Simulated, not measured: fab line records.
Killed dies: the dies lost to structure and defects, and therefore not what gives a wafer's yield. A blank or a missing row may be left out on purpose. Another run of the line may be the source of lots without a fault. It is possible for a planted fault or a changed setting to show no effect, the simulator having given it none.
fab line records	flow sky130
record: lots: 6	wafers: 18	lastDay: 50
route steps=708 shown LDD_N@237 LDD_P@255 LDD_HVN@267 LDD_HVP@278 PAD_OPEN@708
lots that met no fault: from a run of the same line without faults
startH: hours from the record's first day to the start of the lot's first wafer shown	waitH: hours elapsed since this lot's preceding step	" repeats the value in the row above	L1.1+2: several wafers, shown together as one row	- either no value or no given start	* or withheld: withheld	< > ~ a bound
route shown NAME@n: a module of which the file shows steps, and the number in the route of the first	usual: average and standard deviation across the fault-free wafers	same: alike in all rows	chamber/n: place in a boat	sites: readings site by site	_std_site: how widely they spread, as a standard deviation	_edge_site: the outer-site mean with the inner-site mean subtracted	radiusMm: how far each site lies from the wafer's centre	mask NAME#n: copy n	behind: the most recent tool/chamber to have shaped the wafer	hold: why the lot was held/for how many hours/how that ended	device: transistor that didn't switch, given as n, p or np	end of line: tests of these same wafers at the route's end	where a step has no rows: the recipe by itself	killed: not the wafer's yield, but the dies lost to structure and defects at the first sort	map: a wafer's dies, marking killed ones x, the rest . and places with no die _
set.NAME: the setting that was run; set.NAME@STEP: the one run at that earlier step	model.NAME: the simulator's own value behind a step, which no gauge read
lots seen at some steps along the route; tables by step, rows by wafer
services: a tool's chamber out of use, with start hour (startH, from the record's first day; less than 0 if before it), hours out, and reason
== steps ==
step: SKY_LDD_N_DEHYDRATE_00
recipe: tempC: 200	timeS: 60
step: SKY_LDD_N_HMDS_01
recipe: primeTimeS: 60	primeTempC: 120
step: SKY_LDD_N_COAT_02
recipe: resist: NOVOLAK	spinRpm: 3000	resistThkNm: 300
step: SKY_LDD_N_SOFTBAKE_03
recipe: tempC: 90	timeS: 60	resist: NOVOLAK
step: SKY_LDD_N_EXPOSE_04
recipe: maskId: NTM	targetCdNm: 840	na: 0.6	sourceShape: conventional	sigmaOuter: 0.6	doseMj: 110
step: SKY_LDD_N_PEB_05
recipe: tempC: withheld	timeS: *	resist: NOVOLAK
step: SKY_LDD_N_DEVELOP_06
recipe: developTimeS: 60	devTempC: 23.6
step: SKY_LDD_N_OVL_MEAS_07
usual: LDD_N_OVL: -0.6/1.2
lot.wafer	tool	chamber	startH	waitH	LDD_N_OVL[nm]
L892.1	overlay-02	-	444.15	0.1	0.7
L892.2	"	-	"	"	0.5
L892.6	"	-	"	"	-0.5
L900.3	overlay-02	-	478.01	0.1	-1.3
L900.4	"	-	"	"	-1.1
L900.6	"	-	"	"	-1.2
L903.1	overlay-02	-	498.59	0.1	-1.2
L903.4	"	-	"	"	-1.5
L903.5	"	-	"	"	-2.7
L904.1	overlay-01	-	511.30	0.1	0.0
L904.3	"	-	"	"	-0.1
L904.5	"	-	"	"	-0.7
L906.4	overlay-02	-	545.76	0.1	-0.2
L906.5	"	-	"	"	1.0
L906.6	"	-	"	"	2.4
L915.3	overlay-02	-	609.12	0.1	-1.6
L915.4	"	-	"	"	-1.8
L915.5	"	-	"	"	-1.5
step: SKY_LDD_N_IMPLANT_08
recipe: species: As	energyKev: 20	doseCm2: 7.5e+13	tiltDeg: withheld	rotationDeg: 23
step: SKY_LDD_N_IMPLANT_09
recipe: species: As	energyKev: 20	doseCm2: 7.5e+13	tiltDeg: withheld	rotationDeg: 113
step: SKY_LDD_N_IMPLANT_10
recipe: species: As	energyKev: 20	doseCm2: 7.5e+13	tiltDeg: withheld	rotationDeg: 203
step: SKY_LDD_N_IMPLANT_11
recipe: species: As	energyKev: 20	doseCm2: 7.5e+13	tiltDeg: withheld	rotationDeg: 293
step: SKY_LDD_N_IMPLANT_12
recipe: species: BF2	energyKev: 50	doseCm2: 5e+12	tiltDeg: 30	rotationDeg: 0
usual: beamEnergyKeV: 50.001/0.016	doseIonsCm2: 5e+12/5.2e+09	tiltDeg: 29.999/0.019
lot.wafer	tool	chamber	startH	waitH	beamEnergyKeV	doseIonsCm2	tiltDeg
L892.1	implanter-04	0	444.79	0.1	49.982	5e+12	29.990
L892.2	"	0	"	"	49.992	5.008e+12	29.998
L892.6	"	0	"	"	49.967	5.001e+12	29.997
L900.3	implanter-04	0	478.69	0.1	50.019	4.992e+12	29.980
L900.4	"	0	"	"	50.002	5.009e+12	30.023
L900.6	"	0	"	"	50.037	4.996e+12	29.991
L903.1	implanter-02	0	499.23	0.1	50.005	4.995e+12	29.988
L903.4	"	0	"	"	50.002	5e+12	30.002
L903.5	"	0	"	"	50.012	5.005e+12	30.014
L904.1	implanter-02	0	511.94	0.1	50.024	4.996e+12	29.984
L904.3	"	0	"	"	50.003	4.997e+12	29.991
L904.5	"	0	"	"	50.034	5e+12	29.986
L906.4	implanter-02	0	546.45	0.1	50.015	5.009e+12	29.989
L906.5	"	0	"	"	50.008	4.999e+12	30.021
L906.6	"	0	"	"	50.033	5.003e+12	30.003
L915.3	implanter-04	0	609.79	0.1	50.022	5.001e+12	29.979
L915.4	"	0	"	"	50.007	4.988e+12	30.011
L915.5	"	0	"	"	50.013	5e+12	30.005
step: SKY_LDD_N_IMPLANT_13
recipe: species: BF2	energyKev: 50	doseCm2: 5e+12	tiltDeg: 30	rotationDeg: 90
step: SKY_LDD_N_IMPLANT_14
recipe: species: BF2	energyKev: 50	doseCm2: 5e+12	tiltDeg: 30	rotationDeg: 180
step: SKY_LDD_N_IMPLANT_15
recipe: species: BF2	energyKev: 50	doseCm2: 5e+12	tiltDeg: 30	rotationDeg: 270
step: SKY_LDD_N_STRIP_16
recipe: chemistry: O2/N2	powerW: 1400	pressureMtorr: 1500	platenTempC: withheld	o2FlowSccm: 3000	n2FlowSccm: 300	overashFraction: 0.5
usual: drypumpMotorCurrentA: 5.4/0.42	oesProductAu: 0.405/0.0046	stripTimeToEndpointS: 4.311/0.015
lot.wafer	tool	chamber	startH	waitH	drypumpMotorCurrentA	oesProductAu	rfHoursCounterH	stripTimeToEndpointS
L892.1	plasmaAsher-03	0	445.39	0.1	6.0	0.407	79	4.307
L892.2	"	1	"	"	5.0	0.408	79	4.293
L892.6	"	1	"	"	4.9	0.406	-	4.290
L900.3	plasmaAsher-01	0	479.27	0.1	4.9	0.403	-	4.325
L900.4	"	1	"	"	5.8	0.410	-	4.324
L900.6	"	0	"	"	4.9	0.396	-	4.303
L903.1	plasmaAsher-04	0	499.83	0.1	5.7	0.396	34	4.294
L903.4	"	1	"	"	5.1	0.405	-	4.330
L903.5	"	0	"	"	5.7	0.404	-	4.323
L904.1	plasmaAsher-04	0	512.54	0.1	5.7	0.421	36	4.281
L904.3	"	0	"	"	5.7	0.413	-	4.312
L904.5	"	0	"	"	5.7	0.404	-	4.284
L906.4	plasmaAsher-04	0	547.01	0.1	5.7	0.402	-	4.313
L906.5	"	0	"	"	5.7	0.402	-	4.296
L906.6	"	1	"	"	5.1	0.409	-	4.292
L915.3	plasmaAsher-01	1	610.38	0.1	5.8	0.415	-	4.325
L915.4	"	0	"	"	4.9	0.411	-	4.350
L915.5	"	1	"	"	5.8	0.412	-	4.355
step: SKY_LDD_N_TW_MEAS_17
usual: LDD_N_TW: 2578/24
lot.wafer	tool	chamber	startH	waitH	LDD_N_TW
L892.1	filmMetro-01	-	445.49	0.1	2562
L892.2	"	-	"	"	2564
L892.6	"	-	"	"	2554
L900.3	filmMetro-02	-	479.36	0.1	2573
L900.4	"	-	"	"	2583
L900.6	"	-	"	"	2562
L903.1	filmMetro-02	-	499.93	0.1	2580
L903.4	"	-	"	"	2579
L903.5	"	-	"	"	2593
L904.1	filmMetro-03	-	512.64	0.1	2612
L904.3	"	-	"	"	2610
L904.5	"	-	"	"	2612
L906.4	filmMetro-02	-	547.11	0.1	2567
L906.5	"	-	"	"	2585
L906.6	"	-	"	"	2573
L915.3	filmMetro-03	-	610.46	0.1	2597
L915.4	"	-	"	"	2599
L915.5	"	-	"	"	2608
step: SKY_LDD_P_DEHYDRATE_00
recipe: tempC: 200	timeS: 60
step: SKY_LDD_P_HMDS_01
recipe: primeTimeS: 60	primeTempC: 120
step: SKY_LDD_P_COAT_02
recipe: resist: NOVOLAK	spinRpm: 3000	resistThkNm: 1140
step: SKY_LDD_P_SOFTBAKE_03
recipe: tempC: 90	timeS: 60	resist: NOVOLAK
step: SKY_LDD_P_EXPOSE_04
recipe: maskId: PSDM	na: 0.6	sourceShape: conventional	sigmaOuter: 0.6	polarization: unpolarized	targetCdNm: 380	doseMj: 138
step: SKY_LDD_P_PEB_05
recipe: tempC: withheld	timeS: *	resist: NOVOLAK
step: SKY_LDD_P_DEVELOP_06
recipe: resist: NOVOLAK	developer: TMAH	developTimeS: 60	devTempC: 23
step: SKY_LDD_P_CD_MEAS_07
recipe: targetCdNm: 380
usual: cdNm: 379.7/2.3
lot.wafer	tool	chamber	startH	waitH	cdNm
L892.1	cdSem-02	-	476.24	0.1	378.3
L892.2	"	-	"	"	376.8
L892.6	"	-	"	"	377.0
L900.3	cdSem-02	-	509.39	0.1	379.5
L900.4	"	-	"	"	380.2
L900.6	"	-	"	"	381.6
L903.1	cdSem-01	-	529.15	0.1	378.9
L903.4	"	-	"	"	379.9
L903.5	"	-	"	"	379.9
L904.1	cdSem-02	-	541.99	0.1	381.2
L904.3	"	-	"	"	377.6
L904.5	"	-	"	"	379.6
L906.4	cdSem-01	-	577.11	0.1	380.1
L906.5	"	-	"	"	377.8
L906.6	"	-	"	"	379.5
L915.3	cdSem-02	-	639.28	0.1	382.6
L915.4	"	-	"	"	381.9
L915.5	"	-	"	"	383.0
step: SKY_LDD_P_OVL_MEAS_08
usual: LDD_P_OVL: 0.8/1.4
lot.wafer	tool	chamber	startH	waitH	LDD_P_OVL[nm]
L892.1	overlay-02	-	476.36	0.1	1.1
L892.2	"	-	"	"	-0.4
L892.6	"	-	"	"	0.9
L900.3	overlay-01	-	509.48	0.1	-0.1
L900.4	"	-	"	"	-0.3
L900.6	"	-	"	"	-1.5
L903.1	overlay-01	-	529.27	0.1	-0.2
L903.4	"	-	"	"	0.6
L903.5	"	-	"	"	-1.0
L904.1	overlay-02	-	542.11	0.1	-0.8
L904.3	"	-	"	"	-1.5
L904.5	"	-	"	"	-1.3
L906.4	overlay-01	-	577.19	0.1	-0.2
L906.5	"	-	"	"	0.5
L906.6	"	-	"	"	1.6
L915.3	overlay-02	-	639.37	0.1	-1.4
L915.4	"	-	"	"	-0.6
L915.5	"	-	"	"	0.2
step: SKY_LDD_P_IMPLANT_09
recipe: species: BF2	energyKev: 25	doseCm2: 1e+13	tiltDeg: withheld
step: SKY_LDD_P_STRIP_10
recipe: chemistry: O2/N2	powerW: 1400	pressureMtorr: 1500	platenTempC: withheld	o2FlowSccm: 3000	n2FlowSccm: 300	overashFraction: 0.5
usual: drypumpMotorCurrentA: 5.5/0.44	oesProductAu: 0.715/0.0045	stripTimeToEndpointS: 14.182/0.029
lot.wafer	tool	chamber	startH	waitH	drypumpMotorCurrentA	oesProductAu	rfHoursCounterH	stripTimeToEndpointS
L892.1	plasmaAsher-02	0	476.55	0.1	6.0	0.704	66	14.206
L892.2	"	1	"	"	5.4	0.714	66	14.183
L892.6	"	1	"	"	5.4	0.722	-	14.191
L900.3	plasmaAsher-03	1	509.69	0.1	5.0	0.723	-	14.136
L900.4	"	0	"	"	6.0	0.714	-	14.194
L900.6	"	1	"	"	5.0	0.718	-	14.180
L903.1	plasmaAsher-01	0	529.46	0.1	4.9	0.719	9	14.189
L903.4	"	1	"	"	5.8	0.719	-	14.165
L903.5	"	1	"	"	5.9	0.714	-	14.199
L904.1	plasmaAsher-03	0	542.30	0.1	6.0	0.717	89	14.231
L904.3	"	1	"	"	5.0	0.718	-	14.199
L904.5	"	0	"	"	6.0	0.720	-	14.229
L906.4	plasmaAsher-02	0	577.39	0.1	6.0	0.714	-	14.147
L906.5	"	1	"	"	5.4	0.709	-	14.146
L906.6	"	0	"	"	6.0	0.713	-	14.151
L915.3	plasmaAsher-02	1	639.58	0.1	5.4	0.712	-	14.171
L915.4	"	0	"	"	6.0	0.711	-	14.164
L915.5	"	0	"	"	6.0	0.722	-	14.204
step: SKY_LDD_P_TW_MEAS_11
usual: LDD_P_TW: 644/7.3
lot.wafer	tool	chamber	startH	waitH	LDD_P_TW
L892.1	filmMetro-03	-	476.65	0.1	641
L892.2	"	-	"	"	641
L892.6	"	-	"	"	641
L900.3	filmMetro-04	-	509.78	0.1	651
L900.4	"	-	"	"	652
L900.6	"	-	"	"	649
L903.1	filmMetro-02	-	529.56	0.1	631
L903.4	"	-	"	"	634
L903.5	"	-	"	"	636
L904.1	filmMetro-03	-	542.40	0.1	635
L904.3	"	-	"	"	635
L904.5	"	-	"	"	639
L906.4	filmMetro-04	-	577.49	0.1	650
L906.5	"	-	"	"	652
L906.6	"	-	"	"	650
L915.3	filmMetro-04	-	639.67	0.1	652
L915.4	"	-	"	"	649
L915.5	"	-	"	"	648
step: SKY_LDD_HVN_DEHYDRATE_00
recipe: tempC: 200	timeS: 60
step: SKY_LDD_HVN_HMDS_01
recipe: primeTimeS: 60	primeTempC: 120
step: SKY_LDD_HVN_COAT_02
recipe: resist: NOVOLAK	spinRpm: 3000	resistThkNm: 300
step: SKY_LDD_HVN_SOFTBAKE_03
recipe: tempC: 90	timeS: 60	resist: NOVOLAK
step: SKY_LDD_HVN_EXPOSE_04
recipe: maskId: HVNTM	na: 0.6	sourceShape: conventional	sigmaOuter: 0.6	polarization: unpolarized	targetCdNm: 700	doseMj: 127
step: SKY_LDD_HVN_PEB_05
recipe: tempC: withheld	timeS: *	resist: NOVOLAK
step: SKY_LDD_HVN_DEVELOP_06
recipe: resist: NOVOLAK	developer: TMAH	developTimeS: 60	devTempC: 23
step: SKY_LDD_HVN_OVL_MEAS_07
usual: LDD_HVN_OVL: 1.4/1.1
lot.wafer	tool	chamber	startH	waitH	LDD_HVN_OVL[nm]
L892.1	overlay-02	-	506.77	0.1	2.5
L892.2	"	-	"	"	1.2
L892.6	"	-	"	"	1.0
L900.3	overlay-01	-	539.22	0.1	2.4
L900.4	"	-	"	"	0.9
L900.6	"	-	"	"	0.3
L903.1	overlay-02	-	558.72	0.1	2.7
L903.4	"	-	"	"	2.2
L903.5	"	-	"	"	1.6
L904.1	overlay-01	-	572.01	0.1	-0.8
L904.3	"	-	"	"	0.3
L904.5	"	-	"	"	-0.1
L906.4	overlay-01	-	606.38	0.1	1.5
L906.5	"	-	"	"	1.4
L906.6	"	-	"	"	0.9
L915.3	overlay-02	-	667.83	0.1	2.3
L915.4	"	-	"	"	2.3
L915.5	"	-	"	"	0.0
step: SKY_LDD_HVN_IMPLANT_08
recipe: species: P	energyKev: 60	doseCm2: 3.041e+13	tiltDeg: 40
step: SKY_LDD_HVN_STRIP_09
recipe: chemistry: O2/N2	powerW: 1400	pressureMtorr: 1500	platenTempC: withheld	o2FlowSccm: 3000	n2FlowSccm: 300	overashFraction: 0.5
usual: drypumpMotorCurrentA: 5.5/0.38	oesProductAu: 0.409/0.0042	stripTimeToEndpointS: 4.139/0.014
lot.wafer	tool	chamber	startH	waitH	drypumpMotorCurrentA	oesProductAu	rfHoursCounterH	stripTimeToEndpointS
L892.1	plasmaAsher-04	1	506.95	0.1	5.1	0.414	35	4.147
L892.2	"	0	"	"	5.7	0.407	35	4.147
L892.6	"	0	"	"	5.7	0.410	-	4.170
L900.3	plasmaAsher-02	1	539.43	0.1	5.4	0.406	-	4.140
L900.4	"	0	"	"	6.0	0.407	-	4.153
L900.6	"	1	"	"	5.4	0.418	-	4.144
L903.1	plasmaAsher-02	1	558.90	0.1	5.4	0.400	75	4.157
L903.4	"	1	"	"	5.4	0.412	-	4.159
L903.5	"	1	"	"	5.4	0.411	-	4.140
L904.1	plasmaAsher-01	1	572.19	0.1	5.8	0.410	14	4.135
L904.3	"	1	"	"	5.8	0.404	-	4.136
L904.5	"	0	"	"	4.9	0.398	-	4.130
L906.4	plasmaAsher-04	0	606.58	0.1	5.7	0.407	-	4.150
L906.5	"	0	"	"	5.7	0.403	-	4.143
L906.6	"	1	"	"	5.1	0.410	-	4.134
L915.3	plasmaAsher-04	0	668.04	0.1	5.7	0.414	-	4.155
L915.4	"	1	"	"	5.0	0.414	-	4.157
L915.5	"	0	"	"	5.7	0.408	-	4.133
step: SKY_LDD_HVN_TW_MEAS_10
usual: LDD_HVN_TW: 1439/25
lot.wafer	tool	chamber	startH	waitH	LDD_HVN_TW
L892.1	filmMetro-04	-	507.05	0.1	1470
L892.2	"	-	"	"	1469
L892.6	"	-	"	"	1471
L900.3	filmMetro-02	-	539.51	0.1	1436
L900.4	"	-	"	"	1443
L900.6	"	-	"	"	1448
L903.1	filmMetro-02	-	559.00	0.1	1449
L903.4	"	-	"	"	1442
L903.5	"	-	"	"	1445
L904.1	filmMetro-02	-	572.29	0.1	1449
L904.3	"	-	"	"	1439
L904.5	"	-	"	"	1440
L906.4	filmMetro-04	-	606.67	0.1	1475
L906.5	"	-	"	"	1472
L906.6	"	-	"	"	1481
L915.3	filmMetro-02	-	668.12	0.1	1432
L915.4	"	-	"	"	1445
L915.5	"	-	"	"	1441
step: SKY_LDD_HVP_DEHYDRATE_00
recipe: tempC: 200	timeS: 60
step: SKY_PAD_OPEN_PROBE_99
usual: killed_at_M0_to_M3: 45/7.5	killed_at_M4_up: 2.8/1.9	killedAtContacts: 25/5.5	killedAtFrontEnd: 14/4	killedAtOther: 0.3/0.75	killedDies: 87/9.4	killedOpen: 47/6.6	killedShort: 39/6.6
same: grossDies: 492	killedAtBackSide: 0
lot.wafer	tool	chamber	startH	waitH	killed_at_M0_to_M3	killed_at_M4_up	killedAtContacts	killedAtFrontEnd	killedAtOther	killedDies	killedOpen	killedShort	model.etest.nfet_01v8.driveUaUmRange	model.etest.nfet_01v8.driveUaUmRimLessCentre	model.etest.nfet_01v8_lvt.vtSatV	model.etest.nfet_01v8.vtSatV	model.etest.nfet_01v8_lvt.vtV	model.etest.nfet_01v8.vtVRange	model.etest.nfet_01v8.vtVRimLessCentre
L892.1	prober-02	-	1106.70	0.1	43	2	26	11	0	82	48	34	9.23	6.083	0.5424	0.6562	0.6195	0.01091	-0.003441
L892.2	prober-02	-	1106.75	0.1	41	3	26	5	0	75	37	38	6.461	0.4986	0.5427	0.6573	0.6181	0.007592	-0.0002066
L892.6	prober-02	-	1106.95	0.2	48	0	23	15	0	86	52	34	7.686	2.338	0.5381	0.653	0.6194	0.004905	0.0005539
L900.3	prober-02	-	1133.53	0.2	44	6	25	15	0	90	47	43	6.629	-1.354	0.54	0.6515	0.614	0.007081	0.002812
L900.4	prober-02	-	1133.58	0.2	47	3	23	19	1	93	48	45	10.41	-5.434	0.5429	0.6508	0.6197	0.008821	0.003143
L900.6	prober-02	-	1133.68	0.2	43	1	23	15	0	82	48	34	6.771	0.6641	0.5533	0.6599	0.6211	0.01063	0.006445
L903.1	prober-01	-	1142.26	0.1	42	8	34	14	0	98	48	50	9.796	-7.062	0.5459	0.6589	0.6188	0.01628	0.00336
L903.4	prober-01	-	1142.41	0.2	50	1	17	13	0	81	49	32	9.105	-0.4674	0.5458	0.6575	0.6184	0.00804	0.005118
L903.5	prober-01	-	1142.46	0.2	48	4	22	13	0	87	50	37	9.048	-2.724	0.5449	0.6583	0.6207	0.006653	0.003676
L904.1	prober-02	-	1160.32	0.1	60	3	23	12	1	99	62	37	17.61	-7.095	0.4995	0.6084	0.5844	0.02526	0.006872
L904.3	prober-02	-	1160.42	0.2	39	3	26	13	1	82	45	37	23.58	-9.677	0.4993	0.6171	0.5928	0.01917	0.01189
L904.5	prober-02	-	1160.52	0.2	69	1	15	11	0	96	58	38	21.76	-4.528	0.4862	0.6009	0.5812	0.02009	0.004785
L906.4	prober-01	-	1171.38	0.2	51	1	23	10	2	87	54	33	16.79	-4.866	0.4918	0.6116	0.5945	0.02233	0.009018
L906.5	prober-01	-	1171.43	0.2	48	2	24	13	0	87	40	47	20.93	-7.85	0.4827	0.6119	0.5923	0.01819	0.005973
L906.6	prober-01	-	1171.48	0.2	49	1	36	13	0	99	49	50	16.23	-10.01	0.4949	0.6184	0.5932	0.02268	0.01273
L915.3	prober-02	-	1207.61	0.2	31	1	32	10	0	74	40	34	11.78	-8.691	0.5387	0.6461	0.608	0.01222	-0.004509
L915.4	prober-02	-	1207.66	0.2	44	4	27	20	1	96	47	49	8.279	-2.765	0.532	0.6479	0.6088	0.007049	-0.001166
L915.5	prober-02	-	1207.71	0.2	46	3	22	20	1	92	49	43	5.17	-0.2054	0.5335	0.6441	0.6064	0.0102	-0.002632
killed by level:class
L892.1 CONTACT:geometricParticle:open=10 VIA1:geometricParticle:open=10 VIA3:geometricParticle:open=8 LI_CONTACT:geometricParticle:open=7 CONTACT:geometricParticle:short=5 VIA2:geometricParticle:open=5 VIA3:geometricParticle:short=5 METAL1:geometricParticle:short=4
L892.2 CONTACT:geometricParticle:open=10 VIA1:geometricParticle:open=6 METAL3:geometricParticle:short=6 LI_CONTACT:geometricParticle:open=5 LOCAL_INTERCONNECT:geometricParticle:short=4 CONTACT:geometricParticle:short=4 METAL1:geometricParticle:short=4 METAL2:geometricParticle:short=4
L892.6 VIA1:geometricParticle:open=19 CONTACT:geometricParticle:open=7 VIA3:geometricParticle:open=6 CONTACT:geometricParticle:short=6 METAL2:geometricParticle:short=6 FIELD_ISO:geometricParticle:open=5 LI_CONTACT:geometricParticle:open=5 METAL3:geometricParticle:short=4
L900.3 VIA1:geometricParticle:open=13 CONTACT:geometricParticle:open=10 VIA3:geometricParticle:open=9 CONTACT:geometricParticle:short=6 LOCAL_INTERCONNECT:geometricParticle:short=5 METAL2:geometricParticle:short=5 METAL1:geometricParticle:short=4 VIA1:geometricParticle:short=4
L900.4 VIA1:geometricParticle:open=10 LI_CONTACT:geometricParticle:open=9 METAL1:geometricParticle:short=9 POLY_GATE:geometricParticle:short=7 CONTACT:geometricParticle:open=6 VIA3:geometricParticle:open=6 METAL2:geometricParticle:short=6 VIA2:geometricParticle:open=5
L900.6 VIA1:geometricParticle:open=10 CONTACT:geometricParticle:open=8 LI_CONTACT:geometricParticle:open=7 VIA2:geometricParticle:open=7 METAL2:geometricParticle:short=7 VIA1:geometricParticle:short=6 POLY_GATE:geometricParticle:open=5 FIELD_ISO:geometricParticle:open=4
L903.1 CONTACT:geometricParticle:open=15 VIA1:geometricParticle:open=9 CONTACT:geometricParticle:short=8 VIA3:geometricParticle:open=7 LOCAL_INTERCONNECT:geometricParticle:short=6 METAL4:geometricParticle:short=6 FIELD_ISO:geometricParticle:short=5 METAL1:geometricParticle:short=5
L903.4 VIA1:geometricParticle:open=12 VIA3:geometricParticle:open=11 CONTACT:geometricParticle:open=8 VIA1:geometricParticle:short=7 METAL1:geometricParticle:short=6 POLY_GATE:geometricParticle:open=4 LI_CONTACT:geometricParticle:open=4 CONTACT:geometricParticle:short=4
L903.5 VIA2:geometricParticle:open=10 CONTACT:geometricParticle:open=9 VIA1:geometricParticle:open=9 VIA1:geometricParticle:short=6 VIA3:geometricParticle:short=6 VIA3:geometricParticle:open=6 CONTACT:geometricParticle:short=5 POLY_GATE:geometricParticle:open=4
L904.1 VIA1:geometricParticle:open=16 VIA3:geometricParticle:open=13 VIA2:geometricParticle:open=8 LI_CONTACT:geometricParticle:open=7 CONTACT:geometricParticle:open=6 POLY_GATE:geometricParticle:short=5 VIA2:geometricParticle:short=5 LOCAL_INTERCONNECT:geometricParticle:short=4
L904.3 VIA2:geometricParticle:open=9 CONTACT:geometricParticle:open=9 LI_CONTACT:geometricParticle:open=6 METAL1:geometricParticle:short=6 CONTACT:geometricParticle:short=5 VIA3:geometricParticle:open=5 METAL2:geometricParticle:short=5 VIA1:geometricParticle:open=4
L904.5 VIA1:geometricParticle:open=19 VIA2:geometricParticle:open=12 VIA3:geometricParticle:open=8 METAL2:geometricParticle:short=8 LI_CONTACT:geometricParticle:open=6 LOCAL_INTERCONNECT:geometricParticle:short=5 VIA2:geometricParticle:short=5 POLY_GATE:geometricParticle:short=4
L906.4 CONTACT:geometricParticle:open=11 VIA3:geometricParticle:open=11 VIA1:geometricParticle:open=10 VIA2:geometricParticle:open=8 LI_CONTACT:geometricParticle:open=6 VIA3:geometricParticle:short=5 METAL3:geometricParticle:short=5 METAL2:geometricParticle:short=4
L906.5 VIA1:geometricParticle:open=11 METAL1:geometricParticle:short=9 METAL2:geometricParticle:short=8 FIELD_ISO:geometricParticle:short=7 VIA2:geometricParticle:open=7 LI_CONTACT:geometricParticle:short=6 LI_CONTACT:geometricParticle:open=5 CONTACT:geometricParticle:short=5
L906.6 CONTACT:geometricParticle:open=13 VIA2:geometricParticle:open=12 METAL1:geometricParticle:short=7 VIA1:geometricParticle:open=7 LI_CONTACT:geometricParticle:open=6 LOCAL_INTERCONNECT:geometricParticle:short=6 CONTACT:geometricParticle:short=6 FIELD_ISO:geometricParticle:short=5
L915.3 CONTACT:geometricParticle:open=11 LI_CONTACT:geometricParticle:open=10 LOCAL_INTERCONNECT:geometricParticle:short=6 VIA1:geometricParticle:open=6 VIA1:geometricParticle:short=5 METAL1:geometricParticle:short=4 VIA2:geometricParticle:open=4 VIA3:geometricParticle:open=4
L915.4 CONTACT:geometricParticle:open=10 VIA1:geometricParticle:open=9 VIA3:geometricParticle:open=9 CONTACT:geometricParticle:short=7 FIELD_ISO:geometricParticle:short=6 POLY_GATE:geometricParticle:open=6 METAL1:geometricParticle:short=6 VIA1:geometricParticle:short=5
L915.5 VIA1:geometricParticle:open=18 LOCAL_INTERCONNECT:geometricParticle:short=7 METAL1:geometricParticle:short=6 POLY_GATE:geometricParticle:open=5 CONTACT:geometricParticle:open=5 FIELD_ISO:geometricParticle:short=4 FIELD_ISO:geometricParticle:open=4 LI_CONTACT:geometricParticle:short=4
== services ==
tool	chamber	startH	hours	kind
plasmaAsher-01	-	421.25	9.0	pm
plasmaAsher-01	0	421.25	9.0	ventCycle
plasmaAsher-01	1	421.25	9.0	ventCycle
plasmaAsher-01	0	430.25	-	clean
plasmaAsher-01	1	430.25	-	clean
implanter-04	-	452.21	5.4	repair
plasmaAsher-03	-	455.57	0.7	repair
plasmaAsher-01	-	481.46	3.8	repair
implanter-04	-	497.84	0.8	repair
implanter-04	-	511.71	2.0	repair
implanter-04	-	521.40	4.9	repair
plasmaAsher-01	-	557.41	2.3	repair
plasmaAsher-03	-	568.71	1.1	repair
plasmaAsher-03	-	570.49	1.9	repair
implanter-02	-	583.74	2.8	repair
plasmaAsher-04	-	617.57	4.3	repair
plasmaAsher-01	-	641.11	6.0	repair
implanter-02	-	651.86	2.2	repair
implanter-04	-	665.40	3.3	pm
== key ==
firstSign none at tools or gauges
modelEffect: step: SKY_PAD_OPEN_PROBE_99	value: etest.nfet_01v8.driveUaUmRange	without: 9.132	struck: 19.48
metAt SKY_LDD_N_IMPLANT_12
struckWafers L904.1,L904.3,L904.5,L906.4,L906.5,L906.6
testerLeftOut L904,L906
onsetBetween 499.23 511.94
alsoFits SKY_LDD_N_STRIP_16:plasmaAsher-04
fault: kind: processParameterDrift	tool: implanter-02	chamber: -	onsetH: 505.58	steps: SKY_LDD_N_IMPLANT_12	channel: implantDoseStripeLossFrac	offset: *	shape: step	endH: 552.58
testerLeftOut: of these lots the tester's yield and bins aren't shown, on N5 and GAA mostly nor the transistor test; their killed dies are dies lost to structure and defects alone, not to doping, threshold or leakage, so they don't give the yield
